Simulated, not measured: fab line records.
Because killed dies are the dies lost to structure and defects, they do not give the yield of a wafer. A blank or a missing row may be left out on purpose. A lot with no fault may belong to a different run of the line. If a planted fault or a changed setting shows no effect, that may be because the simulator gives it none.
Which tool was responsible? || flow gf180mcu || 42 wafers from 14 lots sampled at 5 of the route's 602 steps

== WHAT THE GAUGES READ, wafer by wafer ==
GF_NWELL_OVL_MEAS_07.
{"lot": "L197", "measured": "day 3 15:53", "on": "overlay-02", "NWELL_OVL (nm)": "-1.1 -0.1 -0.5"}
{"lot": "L198", "measured": "day 3 19:34", "on": "overlay-01", "NWELL_OVL (nm)": "-0.6 0.1 0.5"}
{"lot": "L199", "measured": "day 3 23:11", "on": "overlay-01", "NWELL_OVL (nm)": "-3.0 -3.7 -5.9"}
{"lot": "L200", "measured": "day 4 06:03", "on": "overlay-01", "NWELL_OVL (nm)": "2.0 1.4 2.2"}
{"lot": "L201", "measured": "day 4 11:19", "on": "overlay-01", "NWELL_OVL (nm)": "3.2 1.6 1.2"}
{"lot": "L202", "measured": "day 4 15:27", "on": "overlay-01", "NWELL_OVL (nm)": "-1.1 -0.4 -3.4"}
{"lot": "L203", "measured": "day 4 21:32", "on": "overlay-01", "NWELL_OVL (nm)": "-0.5 -2.1 -0.4"}
{"lot": "L206", "measured": "day 5 12:39", "on": "overlay-01", "NWELL_OVL (nm)": "0.6 -0.7 -0.3"}
{"lot": "L207", "measured": "day 5 19:31", "on": "overlay-01", "NWELL_OVL (nm)": "-2.4 -2.8 -3.3"}
{"lot": "L210", "measured": "day 6 11:43", "on": "overlay-02", "NWELL_OVL (nm)": "-1.1 -0.7 -1.3"}
{"lot": "L211", "measured": "day 6 19:52", "on": "overlay-01", "NWELL_OVL (nm)": "0.9 1.8 0.4"}
{"lot": "L213", "measured": "day 7 05:13", "on": "overlay-02", "NWELL_OVL (nm)": "-3.1 -2.7 -2.2"}
{"lot": "L217", "measured": "day 8 01:49", "on": "overlay-01", "NWELL_OVL (nm)": "1.4 0.8 1.2"}
{"lot": "L219", "measured": "day 8 15:07", "on": "overlay-02", "NWELL_OVL (nm)": "-0.4 0.5 1.0"}

GF_LVPWELL_OVL_MEAS_07.
{"lot": "L197", "measured": "day 4 05:28", "on": "overlay-01", "LVPWELL_OVL (nm)": "-1.3 -0.8 -0.9"}
{"lot": "L198", "measured": "day 4 08:55", "on": "overlay-01", "LVPWELL_OVL (nm)": "2.4 1.2 3.7"}
{"lot": "L199", "measured": "day 4 13:38", "on": "overlay-01", "LVPWELL_OVL (nm)": "0.7 0.5 1.0"}
{"lot": "L200", "measured": "day 4 20:00", "on": "overlay-01", "LVPWELL_OVL (nm)": "2.2 1.1 0.4"}
{"lot": "L201", "measured": "day 5 01:34", "on": "overlay-01", "LVPWELL_OVL (nm)": "-1.7 -0.7 0.5"}
{"lot": "L202", "measured": "day 5 06:06", "on": "overlay-01", "LVPWELL_OVL (nm)": "-2.1 -2.5 -1.0"}
{"lot": "L203", "measured": "day 5 12:33", "on": "overlay-01", "LVPWELL_OVL (nm)": "2.4 -0.6 -0.5"}
{"lot": "L206", "measured": "day 6 04:08", "on": "overlay-02", "LVPWELL_OVL (nm)": "-2.8 -3.7 -3.9"}
{"lot": "L207", "measured": "day 6 10:51", "on": "overlay-02", "LVPWELL_OVL (nm)": "-4.1 -2.9 -4.1"}
{"lot": "L210", "measured": "day 7 03:44", "on": "overlay-02", "LVPWELL_OVL (nm)": "-151.8 -150.0 -151.6"}
{"lot": "L211", "measured": "day 7 12:07", "on": "overlay-01", "LVPWELL_OVL (nm)": "-153.2 -154.5 -154.2"}
{"lot": "L213", "measured": "day 7 21:37", "on": "overlay-02", "LVPWELL_OVL (nm)": "-0.2 -1.0 -0.2"}
{"lot": "L217", "measured": "day 8 18:34", "on": "overlay-01", "LVPWELL_OVL (nm)": "0.5 1.1 -0.2"}
{"lot": "L219", "measured": "day 9 08:40", "on": "overlay-02", "LVPWELL_OVL (nm)": "-2.3 -1.2 -2.9"}

GF_VT_IMPLANT_RS_MEAS_48: measures by four-point-probe.
{"lot": "L197", "measured": "day 8 00:34", "on": "filmMetro-03", "LVPWELL_RS (ohm/sq)": "1201.1 1202.4 1197.3"}
{"lot": "L198", "measured": "day 8 08:16", "on": "filmMetro-03", "LVPWELL_RS (ohm/sq)": "1193.9 1194.1 1197.9"}
{"lot": "L199", "measured": "day 8 10:49", "on": "filmMetro-04", "LVPWELL_RS (ohm/sq)": "1198.0 1197.4 1202.0"}
{"lot": "L200", "measured": "day 8 18:11", "on": "filmMetro-04", "LVPWELL_RS (ohm/sq)": "1193.3 1201.6 1199.2"}
{"lot": "L201", "measured": "day 9 00:43", "on": "filmMetro-02", "LVPWELL_RS (ohm/sq)": "1192.8 1192.0 1191.5"}
{"lot": "L202", "measured": "day 9 07:49", "on": "filmMetro-02", "LVPWELL_RS (ohm/sq)": "1196.0 1195.1 1192.4"}
{"lot": "L203", "measured": "day 9 13:23", "on": "filmMetro-04", "LVPWELL_RS (ohm/sq)": "1198.0 1199.8 1197.5"}
{"lot": "L206", "measured": "day 10 09:58", "on": "filmMetro-04", "LVPWELL_RS (ohm/sq)": "1199.2 1197.7 1199.7"}
{"lot": "L207", "measured": "day 10 15:19", "on": "filmMetro-03", "LVPWELL_RS (ohm/sq)": "1199.9 1195.7 1194.2"}
{"lot": "L210", "measured": "day 11 12:40", "on": "filmMetro-03", "LVPWELL_RS (ohm/sq)": "1197.7 1196.0 1198.4"}
{"lot": "L211", "measured": "day 11 23:10", "on": "filmMetro-04", "LVPWELL_RS (ohm/sq)": "1200.8 1194.7 1200.2"}
{"lot": "L213", "measured": "day 12 11:52", "on": "filmMetro-04", "LVPWELL_RS (ohm/sq)": "1198.8 1199.4 1199.4"}
{"lot": "L217", "measured": "day 13 11:28", "on": "filmMetro-04", "LVPWELL_RS (ohm/sq)": "1193.8 1195.7 1196.7"}
{"lot": "L219", "measured": "day 14 06:07", "on": "filmMetro-03", "LVPWELL_RS (ohm/sq)": "1196.4 1191.4 1194.7"}

== TOOL THAT RAN EACH LOT (tool first, then ch and the chambers of the sampled wafers, then the start) ==
{"lot": "L197", "GF_DNWELL_STRIP_08": "plasmaAsher-04 ch 0,1, day 3 02:56", "GF_LVPWELL_EXPOSE_04": "ilineStepper-02 ch 0, day 3 22:42"}
{"lot": "L198", "GF_DNWELL_STRIP_08": "plasmaAsher-04 ch 0, day 3 06:03", "GF_LVPWELL_EXPOSE_04": "ilineStepper-01 ch 0, day 4 02:47"}
{"lot": "L199", "GF_DNWELL_STRIP_08": "plasmaAsher-04 ch 0,1, day 3 10:26", "GF_LVPWELL_EXPOSE_04": "ilineStepper-02 ch 0, day 4 06:50"}
{"lot": "L200", "GF_DNWELL_STRIP_08": "plasmaAsher-01 ch 0,1, day 3 16:55", "GF_LVPWELL_EXPOSE_04": "ilineStepper-02 ch 0, day 4 13:20"}
{"lot": "L201", "GF_DNWELL_STRIP_08": "plasmaAsher-04 ch 0, day 3 21:47", "GF_LVPWELL_EXPOSE_04": "ilineStepper-02 ch 0, day 4 18:40"}
{"lot": "L202", "GF_DNWELL_STRIP_08": "plasmaAsher-01 ch 0,1, day 4 02:28", "GF_LVPWELL_EXPOSE_04": "ilineStepper-02 ch 0, day 4 23:18"}
{"lot": "L203", "GF_DNWELL_STRIP_08": "plasmaAsher-04 ch 0, day 4 08:08", "GF_LVPWELL_EXPOSE_04": "ilineStepper-01 ch 0, day 5 05:45"}
{"lot": "L206", "GF_DNWELL_STRIP_08": "plasmaAsher-01 ch 0,1, day 4 22:59", "GF_LVPWELL_EXPOSE_04": "ilineStepper-02 ch 0, day 5 20:37"}
{"lot": "L207", "GF_DNWELL_STRIP_08": "plasmaAsher-03 ch 0,1, day 5 05:06", "GF_LVPWELL_EXPOSE_04": "ilineStepper-01 ch 0, day 6 03:29"}
{"lot": "L210", "GF_DNWELL_STRIP_08": "plasmaAsher-04 ch 0,1, day 5 20:36", "GF_LVPWELL_EXPOSE_04": "ilineStepper-02 ch 0, day 6 19:53"}
{"lot": "L211", "GF_DNWELL_STRIP_08": "plasmaAsher-04 ch 0,1, day 6 04:27", "GF_LVPWELL_EXPOSE_04": "ilineStepper-02 ch 0, day 7 04:41"}
{"lot": "L213", "GF_DNWELL_STRIP_08": "plasmaAsher-01 ch 0,1, day 6 13:35", "GF_LVPWELL_EXPOSE_04": "ilineStepper-01 ch 0, day 7 13:24"}
{"lot": "L217", "GF_DNWELL_STRIP_08": "plasmaAsher-03 ch 0,1, day 7 10:00", "GF_LVPWELL_EXPOSE_04": "ilineStepper-01 ch 0, day 8 10:17"}
{"lot": "L219", "GF_DNWELL_STRIP_08": "plasmaAsher-04 ch 0,1, day 7 22:02", "GF_LVPWELL_EXPOSE_04": "ilineStepper-01 ch 0, day 9 00:02"}
- GF_DNWELL_STRIP_08: strips in O2/N2.
- GF_LVPWELL_EXPOSE_04: exposes mask LVPWELL, target cd 600 nm.

== AS READ BY THE TOOLS THEMSELVES (means over the sampled wafers that have a number; for cases with no such wafer, the mark the record gives instead) ==
GF_DNWELL_STRIP_08.
{"lot": "L197", "tool": "plasmaAsher-04", "drypumpMotorCurrentA (A)": 5.4, "heaterPowerW (W)": 307, "oesProductAu (a.u.)": 0.719, "stripTimeToEndpointS (s)": 36.86}
{"lot": "L198", "tool": "plasmaAsher-04", "drypumpMotorCurrentA (A)": 5.2, "heaterPowerW (W)": 323, "oesProductAu (a.u.)": 0.721, "stripTimeToEndpointS (s)": 36.70}
{"lot": "L199", "tool": "plasmaAsher-04", "drypumpMotorCurrentA (A)": 5.4, "heaterPowerW (W)": 305, "oesProductAu (a.u.)": 0.721, "stripTimeToEndpointS (s)": 36.96}
{"lot": "L200", "tool": "plasmaAsher-01", "drypumpMotorCurrentA (A)": 6.0, "heaterPowerW (W)": 324, "oesProductAu (a.u.)": 0.724, "stripTimeToEndpointS (s)": 36.90}
{"lot": "L201", "tool": "plasmaAsher-04", "drypumpMotorCurrentA (A)": 5.2, "heaterPowerW (W)": 327, "oesProductAu (a.u.)": 0.718, "stripTimeToEndpointS (s)": 36.94}
{"lot": "L202", "tool": "plasmaAsher-01", "drypumpMotorCurrentA (A)": 6.3, "heaterPowerW (W)": 346, "oesProductAu (a.u.)": 0.723, "stripTimeToEndpointS (s)": 36.87}
{"lot": "L203", "tool": "plasmaAsher-04", "drypumpMotorCurrentA (A)": 5.2, "heaterPowerW (W)": 323, "oesProductAu (a.u.)": 0.720, "stripTimeToEndpointS (s)": 36.82}
{"lot": "L206", "tool": "plasmaAsher-01", "drypumpMotorCurrentA (A)": 6.3, "heaterPowerW (W)": 348, "oesProductAu (a.u.)": 0.723, "stripTimeToEndpointS (s)": 36.96}
{"lot": "L207", "tool": "plasmaAsher-03", "drypumpMotorCurrentA (A)": 5.7, "heaterPowerW (W)": 341, "oesProductAu (a.u.)": 0.719, "stripTimeToEndpointS (s)": 36.98}
{"lot": "L210", "tool": "plasmaAsher-04", "drypumpMotorCurrentA (A)": 5.4, "heaterPowerW (W)": 308, "oesProductAu (a.u.)": 0.722, "stripTimeToEndpointS (s)": 37.05}
{"lot": "L211", "tool": "plasmaAsher-04", "drypumpMotorCurrentA (A)": 5.6, "heaterPowerW (W)": 296, "oesProductAu (a.u.)": 0.722, "stripTimeToEndpointS (s)": 36.98}
{"lot": "L213", "tool": "plasmaAsher-01", "drypumpMotorCurrentA (A)": 6.3, "heaterPowerW (W)": 347, "oesProductAu (a.u.)": 0.726, "stripTimeToEndpointS (s)": 37.07}
{"lot": "L217", "tool": "plasmaAsher-03", "drypumpMotorCurrentA (A)": 5.7, "heaterPowerW (W)": 330, "oesProductAu (a.u.)": 0.725, "stripTimeToEndpointS (s)": 36.93}
{"lot": "L219", "tool": "plasmaAsher-04", "drypumpMotorCurrentA (A)": 5.4, "heaterPowerW (W)": 303, "oesProductAu (a.u.)": 0.722, "stripTimeToEndpointS (s)": 37.03}

== THE ANSWER, worked out from the rows above alone ==
Rule: the usual values come from the lots themselves. Put in order of their means at a reading, lots are off if they are a third of the lots or fewer, leave a main group of 4 or more, and stand apart from it by a gap of 3 or more times the standard deviation of the main group's means; of several such gaps the widest counts. The tables above print the reading to a certain number of digits; a main group whose means all agree to those digits is not used. A lot without any number at a reading at which 4 lots or more have one is off too. Any other lot the step has rows for is counted as sound. The gauges are gone through in route order, then the tools' own readings, and for those a lot's mean is taken as printed above. The first step at which some lot is off is used, and at that step the reading that is off furthest; a lot without a number counts as furthest.
Off: at GF_LVPWELL_OVL_MEAS_07 (LVPWELL_OVL), L210, L211. Main group: mean -0.7 nm, sd 1.8.
A tool fits if, at a process step before that reading, it ran every lot that is off, and no sound lot after the first of them. The gauges at GF_LVPWELL_OVL_MEAS_07 are tried like those tools. One fits: GF_LVPWELL_EXPOSE_04 on ilineStepper-02. A fault onset in the window from L206 (day 5 20:37, its last sound lot) to L210 (day 6 19:53, its first lot off) fits.

== WHAT THE SIMULATOR HAD INSERTED ==
Scanner matching overlay: ilineStepper-02, from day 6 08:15 on, at GF_LVPWELL_EXPOSE_04. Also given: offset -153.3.
Struck lots among those shown: L210, L211. Same finding as the rule above.
